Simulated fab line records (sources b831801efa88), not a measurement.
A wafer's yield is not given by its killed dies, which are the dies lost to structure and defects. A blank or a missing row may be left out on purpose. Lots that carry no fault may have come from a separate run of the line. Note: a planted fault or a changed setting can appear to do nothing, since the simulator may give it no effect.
fab line records ; flow sky130 ; part 2 of 2: steps 23 to 32 of 32
record lots=5; wafers=15; last-day=49
route steps=708 shown FIELD_ISO@8 NWELL@32 DNWELL@35
lots with no fault: from the same line, run without faults
start-h: the number of hours between the record's first day and the start of the first shown wafer of the lot ; wait-h: how many hours have passed since the lot's step before this one ; " identical to the entry in the row above ; L1.1+2: a row that stands for several wafers ; - value missing, or start not given ; * or withheld: withheld ; < > ~ a bound
route shown NAME@n: names a module that has steps shown in the file, with the first one's number in the route ; usual: average and standard deviation across the fault-free wafers ; same: alike in all rows ; chamber/n: place in a boat ; sites: the reading at each site ; _std_site: their standard deviation ; _edge_site: inner sites' mean taken away from outer sites' mean ; radius-mm: how far each site lies from the wafer's centre ; mask NAME#n: copy n ; behind: tool/chamber where the wafer was last shaped ; hold: cause of the lot's hold/its duration in hours/its outcome ; device: which transistor (n, p or np) failed to switch ; end of line: the same wafers' tests at the end of the route ; a step with no rows: only its recipe ; killed: count of dies lost to structure and defects at first sort (not the wafer's yield) ; map: per-die view of a wafer (x killed, . not killed, _ where there is no die)
set.NAME: the run value of the setting; set.NAME@STEP: its run value at that earlier step ; model.NAME: the simulator's own value behind a step, which no gauge read
lots seen at some steps along the route; tables by step, rows by wafer
services: from which hour (start-h, from the record's first day; less than 0 if before it) a tool's chamber was out of use, for how many hours, and why
## steps
# step SKY_FIELD_ISO_WET_ETCH_29
# recipe chemistry=H3PO4; target-depth-nm=160; target=Si3N4; temp-c=160; time-s=1825
lot.wafer;tool;chamber;start-h;wait-h
L083.2+3+5;wet-bench-01;2;81.89;0.0
L085.1+5+6;wet-bench-04;2;89.84;0.0
L088.1+2+4;wet-bench-04;2;105.64;0.0
L090.1+3+4;wet-bench-04;3;120.72;0.0
L091.2+3+6;wet-bench-02;1;122.22;0.0
# step SKY_FIELD_ISO_WET_ETCH_30
# recipe chemistry=dHF; target-depth-nm=25; target=SiO2; dilution=10:1; temp-c=25; time-s=50
lot.wafer;tool;chamber;start-h;wait-h
L083.2+3+5;wet-bench-01;3;82.45;0.0
L085.1+5+6;wet-bench-01;3;90.36;0.0
L088.1+2+4;wet-bench-02;1;106.16;0.0
L090.1+3+4;wet-bench-01;1;121.24;0.0
L091.2+3+6;wet-bench-01;3;122.74;0.0
# step SKY_NWELL_CLEAN_00
# recipe chemistry=SC1/SC2; mix=1:4:20; temp-c=70; time-s=150; dry=n2-spin
lot.wafer;tool;chamber;start-h;wait-h
L083.2+3+5;wet-bench-01;0;82.47;0.0
L085.1+5+6;wet-bench-04;2;90.39;0.0
L088.1+2+4;wet-bench-01;0;106.18;0.0
L090.1+3+4;wet-bench-04;1;121.26;0.0
L091.2+3+6;wet-bench-04;1;122.76;0.0
# step SKY_NWELL_OXIDATION_01
# recipe temp-c=900; ambient=O2; stabilise-s=600; purge-s=300; target-thk-a=100; ox-time-s=1418
# usual spike-tc-centre-C=899.4/2.3; tube-center-temp-C=900/0.086; zone-power-bottom-pct=27.6/1.8
# same purge-s=300
lot.wafer;tool;chamber;start-h;wait-h;spike-tc-centre-C;tube-center-temp-C;zone-power-bottom-pct
L083.2;furnace-01;0;82.97;0.4;897.0;900.07;29.6
L083.3;furnace-01;0;82.97;0.4;897.1;900.03;29.3
L083.5;furnace-01;0;82.97;0.4;898.3;900.02;29.4
L085.1;furnace-02;0;93.78;3.3;902.9;899.97;24.9
L085.5;furnace-02;0;93.78;3.3;902.4;899.98;25.8
L085.6;furnace-02;0;93.78;3.3;900.7;900.03;25.6
L088.1;furnace-02;0;106.83;0.6;900.0;900.06;25.7
L088.2;furnace-02;0;106.83;0.6;900.8;899.96;26.0
L088.4;furnace-02;0;106.83;0.6;904.0;899.87;25.9
L090.1;furnace-02;0;121.68;0.4;902.9;899.95;25.6
L090.3;furnace-02;0;121.68;0.4;901.2;900.14;25.7
L090.4;furnace-02;0;121.68;0.4;903.0;899.91;25.5
L091.2;furnace-02;0;123.07;0.3;901.1;899.88;25.7
L091.3;furnace-02;0;123.07;0.3;902.2;899.93;25.8
L091.6;furnace-02;0;123.07;0.3;900.8;899.89;25.4
# step SKY_NWELL_THK_MEAS_02
# recipe reads=SiO2_of_NWELL_OXIDATION_01
# usual NWELL_OXIDATION_THK=10.04/0.18
lot.wafer;tool;chamber;start-h;wait-h;NWELL_OXIDATION_THK[nm]
L083.2;film-metro-03;-;84.38;0.0;10.07
L083.3;film-metro-03;-;84.38;0.0;10.03
L083.5;film-metro-03;-;84.38;0.0;9.93
L085.1;film-metro-02;-;95.18;0.0;9.90
L085.5;film-metro-02;-;95.18;0.0;10.15
L085.6;film-metro-02;-;95.18;0.0;10.05
L088.1;film-metro-02;-;108.23;0.0;10.04
L088.2;film-metro-02;-;108.23;0.0;10.23
L088.4;film-metro-02;-;108.23;0.0;10.06
L090.1;film-metro-02;-;123.07;0.0;10.12
L090.3;film-metro-02;-;123.07;0.0;9.90
L090.4;film-metro-02;-;123.07;0.0;10.02
L091.2;film-metro-02;-;124.48;0.0;10.22
L091.3;film-metro-02;-;124.48;0.0;10.28
L091.6;film-metro-02;-;124.48;0.0;10.24
# step SKY_DNWELL_DEHYDRATE_00
# recipe temp-c=200; time-s=60
# usual exhaust-pa=45.0/0.92; resist-line-temp-C=22.98/0.1
lot.wafer;tool;chamber;start-h;wait-h;exhaust-pa;resist-line-temp-C
L083.2;litho-track-04;0;92.64;8.3;44.2;22.94
L083.3;litho-track-04;0;92.64;8.3;44.7;22.87
L083.5;litho-track-04;0;92.64;8.3;45.1;22.75
L085.1;litho-track-03;0;102.73;7.5;44.1;22.92
L085.5;litho-track-03;0;102.73;7.5;44.9;22.81
L085.6;litho-track-03;0;102.73;7.5;44.8;23.00
L088.1;litho-track-01;0;116.89;8.7;44.9;23.03
L088.2;litho-track-01;0;116.89;8.7;44.6;22.85
L088.4;litho-track-01;0;116.89;8.7;44.4;22.92
L090.1;litho-track-04;0;131.86;8.8;44.8;23.01
L090.3;litho-track-04;0;131.86;8.8;45.6;22.95
L090.4;litho-track-04;0;131.86;8.8;44.7;22.98
L091.2;litho-track-04;0;133.19;8.7;45.7;22.85
L091.3;litho-track-04;0;133.19;8.7;46.2;22.79
L091.6;litho-track-04;0;133.19;8.7;45.6;22.92
# step SKY_DNWELL_HMDS_01
# recipe prime-time-s=60; prime-temp-c=120
# usual exhaust-pa=44.9/0.79; resist-line-temp-C=23.01/0.11
lot.wafer;tool;chamber;start-h;wait-h;exhaust-pa;resist-line-temp-C
L083.2;litho-track-04;0;92.79;0.1;43.8;23.10
L083.3;litho-track-04;0;92.79;0.1;45.7;22.89
L083.5;litho-track-04;0;92.79;0.1;45.9;22.96
L085.1;litho-track-03;0;102.88;0.1;45.2;23.01
L085.5;litho-track-03;0;102.88;0.1;43.4;23.01
L085.6;litho-track-03;0;102.88;0.1;44.8;23.13
L088.1;litho-track-01;0;117.04;0.1;45.6;23.00
L088.2;litho-track-01;0;117.04;0.1;45.2;22.93
L088.4;litho-track-01;0;117.04;0.1;43.9;23.01
L090.1;litho-track-04;0;132.01;0.1;44.9;22.91
L090.3;litho-track-04;0;132.01;0.1;45.6;22.91
L090.4;litho-track-04;0;132.01;0.1;45.7;22.92
L091.2;litho-track-04;0;133.34;0.1;44.0;23.26
L091.3;litho-track-04;0;133.34;0.1;45.0;23.19
L091.6;litho-track-04;0;133.34;0.1;44.0;23.20
# step SKY_DNWELL_COAT_02
# recipe spin-rpm=2000; resist-thk-nm=3000
# usual exhaust-pa=44.9/0.96; resist-line-temp-C=23.00/0.11
lot.wafer;tool;chamber;start-h;wait-h;exhaust-pa;resist-line-temp-C
L083.2;litho-track-04;0;92.94;0.1;44.6;23.03
L083.3;litho-track-04;0;92.94;0.1;44.5;22.90
L083.5;litho-track-04;0;92.94;0.1;44.8;22.89
L085.1;litho-track-03;0;103.03;0.1;45.2;22.91
L085.5;litho-track-03;0;103.03;0.1;44.6;23.05
L085.6;litho-track-03;0;103.03;0.1;44.5;22.94
L088.1;litho-track-01;0;117.19;0.1;46.4;22.94
L088.2;litho-track-01;0;117.19;0.1;44.9;22.94
L088.4;litho-track-01;0;117.19;0.1;46.8;22.87
L090.1;litho-track-04;0;132.16;0.1;44.7;23.11
L090.3;litho-track-04;0;132.16;0.1;45.4;23.05
L090.4;litho-track-04;0;132.16;0.1;44.3;23.08
L091.2;litho-track-04;0;133.49;0.1;44.9;22.89
L091.3;litho-track-04;0;133.49;0.1;44.8;23.05
L091.6;litho-track-04;0;133.49;0.1;44.0;23.06
# step SKY_DNWELL_SOFTBAKE_03
# recipe temp-c=110; time-s=withheld
# usual exhaust-pa=45.0/0.92; resist-line-temp-C=23.02/0.1
lot.wafer;tool;chamber;start-h;wait-h;exhaust-pa;resist-line-temp-C
L083.2;litho-track-04;0;93.10;0.1;45.3;23.07
L083.3;litho-track-04;0;93.10;0.1;44.8;23.16
L083.5;litho-track-04;0;93.10;0.1;44.1;23.04
L085.1;litho-track-03;0;103.18;0.1;43.8;23.10
L085.5;litho-track-03;0;103.18;0.1;43.1;22.99
L085.6;litho-track-03;0;103.18;0.1;43.3;22.99
L088.1;litho-track-01;0;117.34;0.1;45.0;23.06
L088.2;litho-track-01;0;117.34;0.1;43.6;22.92
L088.4;litho-track-01;0;117.34;0.1;45.9;23.05
L090.1;litho-track-04;0;132.31;0.1;45.3;23.12
L090.3;litho-track-04;0;132.31;0.1;44.8;23.13
L090.4;litho-track-04;0;132.31;0.1;44.9;23.05
L091.2;litho-track-04;0;133.65;0.1;45.9;23.05
L091.3;litho-track-04;0;133.65;0.1;44.7;22.98
L091.6;litho-track-04;0;133.65;0.1;44.7;23.03
# step SKY_DNWELL_EXPOSE_04
# recipe mask-id=DNM; na=0.57; target-cd-nm=3000; dose-mj=222
# usual focus-offset-nm=-0.1/0.52
lot.wafer;tool;chamber;start-h;wait-h;mask;focus-offset-nm
L083.2;iline-stepper-02;0;-;-;DNM#0;-0.1
L083.3;iline-stepper-02;0;-;-;DNM#0;0.3
L083.5;iline-stepper-02;0;-;-;DNM#0;-0.5
L085.1;iline-stepper-02;0;-;-;DNM#0;-0.1
L085.5;iline-stepper-02;0;-;-;DNM#0;-0.2
L085.6;iline-stepper-02;0;-;-;DNM#0;0.0
L088.1;iline-stepper-01;0;-;-;DNM#0;0.0
L088.2;iline-stepper-01;0;-;-;DNM#0;-0.6
L088.4;iline-stepper-01;0;-;-;DNM#0;0.0
L090.1;iline-stepper-01;0;-;-;DNM#0;-0.1
L090.3;iline-stepper-01;0;-;-;DNM#0;0.7
L090.4;iline-stepper-01;0;-;-;DNM#0;-0.2
L091.2;iline-stepper-02;0;-;-;DNM#0;-0.6
L091.3;iline-stepper-02;0;-;-;DNM#0;-0.5
L091.6;iline-stepper-02;0;-;-;DNM#0;-0.7
## services
tool;chamber;start-h;hours;kind
rie-si-02;2;49.90;15.0;repair
plasma-asher-01;-;50.22;2.8;pm
iline-stepper-01;-;53.68;27.3;repair
rie-diel-04;-;56.63;0.4;repair
rie-diel-04;1;59.89;9.5;repair
cmp-01;-;60.48;5.3;repair
cmp-02;-;63.07;1.6;repair
furnace-01;-;63.90;3.9;pm
rie-diel-03;-;64.39;2.8;repair
wet-bench-02;-;65.58;1.5;repair
cmp-01;-;65.77;4.0;pm
hdpcvd-02;-;66.75;15.0;pm
cmp-02;-;85.18;1.7;repair
krf-scanner-01;-;94.34;0.3;repair
krf-scanner-01;-;94.62;0.8;pm
rie-diel-03;0;98.09;10.0;repair
rie-diel-03;-;99.89;1.2;repair
cmp-02;-;100.43;3.8;repair
krf-scanner-01;-;104.07;0.6;repair
rie-si-01;1;119.05;13.7;repair
rie-si-02;-;121.29;0.7;repair
cmp-02;-;127.24;0.5;repair
rie-diel-04;0;129.65;4.3;repair
cmp-01;-;131.18;4.3;pm
